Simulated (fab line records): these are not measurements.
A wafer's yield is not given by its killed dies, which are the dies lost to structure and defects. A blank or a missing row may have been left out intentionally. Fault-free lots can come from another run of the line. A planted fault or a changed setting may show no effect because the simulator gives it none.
One fault through the eyes of 2 desks | flow sky130 | every desk sees just its own numbers, and what lay behind them comes last

== AT THE METROLOGY DESK ==
Means of the sampled wafers that have a number, per lot and without regard to the tool the lot ran on: this is what the gauges read. Marked OUT: a lot whose mean sits more than 4 standard deviations from the usual mean, which makes it out of limits; the brackets give that distance.
Columns: A = VIA1_OVL at SKY_VIA1_OVL_MEAS_13, usual -6 nm
lot  | first seen here | A
L673 | day 33 22:24    | 0
L674 | day 34 02:27    | -16
L675 | day 34 12:40    | -1
L685 | day 37 20:09    | -10
L684 | day 37 20:37    | -22
L686 | day 38 00:57    | -5
L687 | day 38 08:46    | -11
L688 | day 38 16:18    | -5
L689 | day 38 19:15    | -13
L691 | day 39 12:33    | -5
L692 | day 39 22:54    | 1
L693 | day 40 06:21    | -7
L694 | day 40 08:37    | -8
L695 | day 40 16:12    | -4
Result from this desk: across the 14 lots, nothing is out of limits.

== AT THE TOOL OWNER'S DESK: rie diel-02 ==
The tool's own readings at SKY_FIELD_ISO_ETCH_14 (etches BARC in N2/H2, stops on SiO2, time 45.9 s, target depth 60 nm): means of the sampled wafers that have a number, for each lot that ran on this tool. Marked OUT: a lot whose mean sits more than 4 standard deviations from the usual mean, which makes it out of limits; the brackets give that distance.
Columns: A = drypump motor current A at SKY_FIELD_ISO_ETCH_14, usual 5.5 A; B = n2 flow sccm at SKY_FIELD_ISO_ETCH_14, usual 100.0 sccm; C = oes product au at SKY_FIELD_ISO_ETCH_14, usual 0.855 a.u.; D = run length s at SKY_FIELD_ISO_ETCH_14, usual 74.2 s; E = throttle valve pct at SKY_FIELD_ISO_ETCH_14, usual 13.225 %
lot  | first seen here | A   | B     | C               | D              | E
L674 | day 2 08:48     | 5.3 | 99.8  | 0.852           | 74.1           | 13.212
L675 | day 2 14:18     | 5.1 | 100.2 | 0.853           | 74.3           | 13.225
L684 | day 4 17:14     | 4.9 | 100.0 | 0.941 (+20) OUT | 48.8 (-55) OUT | 13.227
L685 | day 4 20:20     | 5.1 | 100.0 | 0.905 (+11) OUT | 61.6 (-27) OUT | 13.232
This desk finds L684, L685 out of limits, L684 being first, at day 4 17:14 (oes product au at SKY_FIELD_ISO_ETCH_14). L674, L675 stayed within limits.

== TAKEN TOGETHER ==
An alarm could have come from the tool owner's desk at day 4 17:14, on L684, L685.
The metrology desk saw nothing out of limits.
The metrology desk has L684, L685 on record, within its limits.
Of the lots named, all ran SKY_FIELD_ISO_ETCH_14 on rie diel-02.

== WHAT HAD BEEN PUT IN BY THE SIMULATOR ==
rie diel-02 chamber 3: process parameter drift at SKY_FIELD_ISO_ETCH_14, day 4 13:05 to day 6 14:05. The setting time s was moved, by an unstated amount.
Struck lots among those shown: L684, L685.
Each desk's first reading out of limits, in hours after the fault started: the tool owner's desk, 4.
